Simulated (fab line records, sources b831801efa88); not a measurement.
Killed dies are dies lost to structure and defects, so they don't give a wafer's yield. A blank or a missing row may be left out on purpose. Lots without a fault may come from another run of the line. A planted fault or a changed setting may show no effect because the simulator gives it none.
A struck lot beside a sound one | flow gf180mcu | 18 steps out of a route of 602
Sound: wafers L598.1, L598.5, L598.6. Struck: wafer L604.3. (L604.4, L604.6 of the same lot were not struck and are left out.) The cause comes at the end.
At each step with rows: each side's tool, then ch and its chambers, then its first start. Under that, the readings that differ: sound wafers | struck wafers | difference of the means | sigmas: that difference in standard deviations of wafers without a fault.
alike: readings whose means differ by less than 2 such deviations, and words and numbers that are the same on both sides. not compared: withheld readings, readings that some wafer has no value for, bounds like >300 that may hide the same value, and numbers for which the record gives no deviation and whose values overlap.
The two part at a step that has a row with sigmas, a row that says differs or no value, or rows on one side only. Numbers that don't overlap but have no deviation are shown without sigmas and don't part them. A reading that every wafer of one side lacks parts them only if that side has two wafers or more.

first, 3 steps without rows for these wafers: GF_V3_EXPOSE_11 (exposes mask Via3, target cd 260 nm); GF_V3_PEB_12 (peb time 90 s); GF_V3_DEVELOP_13 (develop time 60 s).
GF_V3_CD_MEAS_14: target cd 260 nm.
  sound on cd_sem-02, day 25 20:35; struck on cd_sem-01, day 27 07:21
  alike: cd_nm
GF_V3_OVL_MEAS_15:
  sound on overlay-02, day 25 20:43; struck on overlay-02, day 27 07:26
  alike: V3_OVL
GF_V3_ETCH_16: etches BARC in N2/H2.
  sound on rie_diel-01 ch 0,3, day 25 20:44; struck on rie_diel-04 ch 2, day 27 07:28
  alike: drypump_motor_current_A, oes_product_au, throttle_valve_pct
GF_V3_ETCH_17: etches SiO2 in C4F8/O2/Ar, stops on TiN, target depth 635 nm.
  sound on rie_diel-01 ch 0,3; struck on rie_diel-04 ch 2
  alike: oes_product_au
then, 3 steps without rows for these wafers: GF_V3_STRIP_18 (strips in O2/N2); GF_V3_STRIP_19 (strips in post etch residue remover, time 1200 s); GF_V3_CLEAN_20 (cleans in DIW).
GF_V3_SPUTTER_21: material Ti, target thk 15 nm, time 80.02 s.
  sound on pvd_sputter-02, day 25 21:30; struck on pvd_sputter-01, day 27 08:08
  alike: cathode_dc_power_W, throttle_valve_pct
GF_V3_SPUTTER_22: material TiN, target thk 10 nm, time 40 s.
  sound on pvd_sputter-02, day 25 21:34; struck on pvd_sputter-01, day 27 08:11
  alike: cathode_dc_power_W, throttle_valve_pct
GF_V3_CVD_23: deposits W, target thk 350 nm, time 104.9 s.
  sound on cvd_w-01 ch 0, day 25 21:36; struck on cvd_w-01 ch 1, day 27 08:16
  reading                          | sound           | struck | difference | sigmas
  model.W_of_V3_CVD_23.thk_nm (nm) | 355.3 352 348.6 | 383.7  | +31.7      |
  alike: heater_power_outer_w, heater_power_w
GF_V3_RS_MEAS_24: measures by four-point-probe.
  sound on film_metro-03, day 25 21:49; struck on film_metro-04, day 27 08:40
  reading          | sound             | struck | difference | sigmas
  V3_W_RS (ohm/sq) | 0.323 0.326 0.329 | 0.298  | -0.028     | -9
  not compared: hold
GF_V3_THK_MEAS_25: measures by xrf.
  sound on film_metro-03, day 25 21:56; struck on film_metro-04, day 27 12:22
  reading       | sound       | struck | difference | sigmas
  V3_W_THK (nm) | 350 345 343 | 387    | +41        | +7
  not compared: hold
GF_V3_CMP_26: polishes, stops on SiO2, t overpolish 15 s, target thk 0 nm.
  sound on cmp-02 ch 0,3, day 25 22:00; struck on cmp-02 ch 0, day 27 14:42
  reading                | sound    | struck                   | difference                   | sigmas
  hold                   | - - -    | await_dispo/2.2h/release | no value on the sound wafers |
  time_to_endpoint_s (s) | 83 85 82 | 90                       | +7                           | +2
  alike: motor_current_A
GF_M4_SPUTTER_00: material Ti, target thk 37.5 nm, time 150 s.
  sound on pvd_sputter-04, day 25 22:18; struck on pvd_sputter-03, day 27 14:54
  alike: cathode_dc_power_W, throttle_valve_pct
GF_PASSIVATION_PROBE_99:
  the record has rows for the sound wafers here (prober-01, day 31 22:34) and none for the struck ones

WHERE THEY PART
First at GF_V3_RS_MEAS_24; last, within this record, at GF_PASSIVATION_PROBE_99.

WHY: what the simulator had put in
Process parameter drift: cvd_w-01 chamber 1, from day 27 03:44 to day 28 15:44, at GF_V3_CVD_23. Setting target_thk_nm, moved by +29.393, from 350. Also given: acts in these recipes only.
